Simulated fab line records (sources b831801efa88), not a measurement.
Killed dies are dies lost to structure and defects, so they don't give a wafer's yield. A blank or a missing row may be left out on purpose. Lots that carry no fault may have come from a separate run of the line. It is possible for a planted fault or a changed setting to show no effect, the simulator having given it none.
Which of the tools did it? -- flow sky130 -- Sampling: 14 lots, 42 wafers, 2 of 708 route steps

== WHAT THE GAUGES READ, wafer by wafer ==
No reading from a measuring or inspecting step in the record can be judged against a usual standard deviation.

== TOOL THAT RAN EACH LOT (tool first, then ch and the chambers of the sampled wafers, then the start) ==
lot,SKY_VIA4_ETCH_12,SKY_PAD_OPEN_PROBE_99
L399,"rie diel-02 ch 1,2,3, day 42 19:50","prober-02, day 45 19:07"
L401,"rie diel-02 ch 1,2,3, day 43 06:23",-
L402,"rie diel-04 ch 0,2,3, day 43 12:36",-
L403,"rie diel-01 ch 0,1,2, day 44 13:57",-
L404,"rie diel-02 ch 0,2,3, day 44 19:18",-
L410,"rie diel-04 ch 0,1,2, day 46 00:15",-
L411,"rie diel-02 ch 0,3, day 46 08:45","prober-02, day 49 00:23"
L413,"rie diel-02 ch 0,2,3, day 46 18:54","prober-02, day 49 10:47"
L414,"rie diel-01 ch 0,2,3, day 46 19:14",-
L415,"rie diel-04 ch 2,3, day 46 20:20","prober-02, day 49 12:17"
L417,"rie diel-04 ch 0,1,3, day 47 11:26","prober-02, day 50 00:29"
L418,"rie diel-04 ch 0,1,2, day 47 20:58","prober-01, day 50 07:22"
L421,"rie diel-04 ch 1,2, day 48 10:17",-
L420,"rie diel-01 ch 1,2,3, day 48 11:50","prober-02, day 50 21:55"
- SKY_VIA4_ETCH_12: etches SiO2 in C4F8/O2/Ar, stops on TiN, target depth 580 nm.
- SKY_PAD_OPEN_PROBE_99

== AS READ BY THE TOOLS THEMSELVES (means over the sampled wafers that have a number; for cases with no such wafer, the mark the record gives instead) ==
SKY_VIA4_ETCH_12.
lot,tool,oes product au (a.u.),rf fwd power W (W)
L399,rie diel-02,0.928,1494
L401,rie diel-02,0.923,1488
L402,rie diel-04,0.931,1492
L403,rie diel-01,0.926,1493
L404,rie diel-02,0.929,1495
L410,rie diel-04,0.930,1490
L411,rie diel-02,0.929,1496
L413,rie diel-02,0.926,1497
L414,rie diel-01,0.929,1493
L415,rie diel-04,0.930,1489
L417,rie diel-04,0.921,1492
L418,rie diel-04,0.928,1494
L421,rie diel-04,0.925,1491
L420,rie diel-01,0.929,1488

SKY_PAD_OPEN_PROBE_99.
lot,tool,defect limited yield (%),killed_at_M0_to_M3,killed_at_M4_up,killed at contacts,killed at front end,killed at other,killed dies,killed on rim,killed open,killed short,sort_bin_3_pad_short (%),sort_bin_5_function (%),sort_bin_6_memory (%),sort n pass,sort yield pct (%)
L399,prober-02,82.2,37,4.3,30,17,0.0,88,20,51,37,0.7,10.7,6.5,404,82.2
L411,prober-02,74.7,41,48.0,18,17,0.3,125,29,42,38,4.4,13.8,7.1,367,74.7
L413,prober-02,73.3,38,56.0,22,15,0.7,131,30,46,32,3.5,17.1,6.1,361,73.3
L415,prober-02,84.3,42,1.3,19,14,0.0,77,14,40,37,0.6,9.6,5.4,415,84.3
L417,prober-02,79.8,50,3.0,26,21,0.0,99,22,51,49,0.9,11.7,7.6,393,79.8
L418,prober-01,81.0,49,4.0,25,14,0.3,93,20,47,47,1.3,10.7,6.9,399,81.0
L420,prober-02,82.9,41,3.0,23,17,0.0,84,12,45,39,1.3,10.0,5.8,408,82.9

== THE ANSWER, worked out from the rows above alone ==
Rule: what is usual is taken from the lots themselves. Put in order of their means at a reading, lots are off if they are a third of the lots or fewer, leave a main group of 4 or more, and stand apart from it by a gap of 3 or more times the standard deviation of the main group's means; of several such gaps the widest counts. If all means in a main group match to the digits the tables above print for the reading, that group is not used. A lot without any number at a reading at which 4 lots or more have one is off too. Where the step has rows for the other lots, those lots are counted as sound. Order of review: gauges by route order, followed by the tools' own readings, for which a lot's mean as printed above is used. At the first step where some lot is off, the reading lying furthest off is the one used; lots without a number count as furthest.
Off at SKY_PAD_OPEN_PROBE_99 (killed_at_M4_up): L411, L413. Mean 3.1 and standard deviation 1 in the main group. Neither off nor sound, because the step has no rows for them: L401, L402, L403, L404, L410, L414, L421.
If a tool, at that step or one of the process steps before it, ran each lot that is off and ran no sound lot following the first of them, it fits. One candidate fits, namely rie diel-02 at SKY_VIA4_ETCH_12. A fault onset in the window from L399 (day 42 19:50, its last sound lot) to L411 (day 46 08:45, its first lot off) fits.

== WHAT THE SIMULATOR HAD PUT IN ==
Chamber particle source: rie diel-02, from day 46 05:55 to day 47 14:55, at SKY_VIA4_ETCH_12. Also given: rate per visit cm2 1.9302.
Lots struck among those shown: L411, L413. The rule given above showed the same thing.
